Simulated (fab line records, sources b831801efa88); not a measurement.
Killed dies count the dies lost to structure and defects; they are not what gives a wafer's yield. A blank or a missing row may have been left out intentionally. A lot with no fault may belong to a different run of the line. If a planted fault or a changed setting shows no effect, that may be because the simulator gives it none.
Problem report in the 8D (eight disciplines) form, filled by code | flow sfq-line | the parts of the form that need people (team, actions taken, sign-off) are left out

## 1. WHAT WENT WRONG
Across 3 wafers from 2 lots, M7_NB_RS at SFQ_M7_RS_MEAS_943 averages 0.704 ohm/sq, while fault-free wafers read 0.895 ohm/sq with a standard deviation of 0.0088. That puts it -22 standard deviations away from the usual mean.
The step: measures by four-point-probe.
Earliest sighting: wafer L698.6 on film-metro-01 at day 76 15:31. Wafers with a number at this step in the record: 42, from 14 lots. The rule behind "out" and "out of limits": a value lying over 4 standard deviations away from the usual mean. The other wafers with a number count as sound.

## 2. WHAT IT IS, WHAT IT ISN'T
question                    | is                           | is not
which readings at this step | M7_NB_RS                     | -
which lots                  | L698, L700                   | L690, L691, L692, L693, L697, L699, L706, L707, L708, L710, L711, L713
which wafers of those lots  | L698.6, L700.4, L700.6       | L698.2, L698.3, L700.3
read on which gauges        | film-metro-01, film-metro-04 | film-metro-02
when                        | from day 76 15:31            | up to then (20 sound wafers); but 19 sound wafers of L700, L706, L707, L708, L710, L711, L713 came after

## 3. WHAT RULES OUT EACH SUSPECT
Counting: any tool at a process step up to the reading remains a suspect provided it ran every lot that is out. Sound lots after the first of them don't rule it out here, since some wafers of a struck lot are sound.
- the gauge at SFQ_M7_RS_MEAS_943 is ruled out. The wafers that are out were read on 2 gauges (film-metro-01, film-metro-04).
- pvd-sputter-05 at SFQ_TRILAYER_M7_DEP_SPUTTER_175 (material Nb, target thk 200 nm, time 133.3 s): kept. It ran every lot that is out, first L698 (day 76 15:24); its last sound lot up to then is L699 (day 73 16:43).
After counting, what remains is pvd-sputter-05 at SFQ_TRILAYER_M7_DEP_SPUTTER_175.

## 4. THE CAUSE (what the simulator had put in)
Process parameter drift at SFQ_TRILAYER_M7_DEP_SPUTTER_175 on pvd-sputter-05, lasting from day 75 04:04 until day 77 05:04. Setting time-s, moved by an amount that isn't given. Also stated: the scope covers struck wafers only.
Counting left only this tool.

## 5. THE CHAIN OF EFFECTS, in route order
Each row: a reading where the mean over the struck wafers with a number is more than 3 standard deviations away from the usual. Readings are gone through only where the record gives a usual standard deviation; hours: the median, over the lots, of the time from a lot's start at the first step in this table giving one to that lot's start at this step; sigmas: the change measured in usual standard deviations.
hours | step                                | reading        | usual        | on struck wafers | change | sigmas
0     | SFQ_M7_RS_MEAS_943                  | M7_NB_RS       | 0.895 ohm/sq | 0.704            | -0.191 | -22
11    | SFQ_TRILAYER_M7_ETCH_METAL_ETCH_180 | oes-product-au | 0.891 a.u.   | 0.997            | +0.106 | +15
Here are the process steps it includes:
- SFQ_TRILAYER_M7_ETCH_METAL_ETCH_180: etches Nb in Cl2/Ar, stops on SiO2, target depth 240 nm, time 120 s.

## 6. WHAT WOULD HAVE CAUGHT IT SOONER
Counted from the fault's start at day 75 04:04, it took 35 hours until the first out-of-limits reading at a measuring or inspecting step in this record, taken at day 76 15:31.
An alarm limit of 4 standard deviations would not have fired on the tool readings at SFQ_TRILAYER_M7_DEP_SPUTTER_175 for which the record gives a usual standard deviation, since none of them was out on any struck wafer.
Of the lots that are out (2), L700 began SFQ_TRILAYER_M7_DEP_SPUTTER_175 on pvd-sputter-05 after day 76 15:31. Had the tool been put on hold then, it would have been spared.
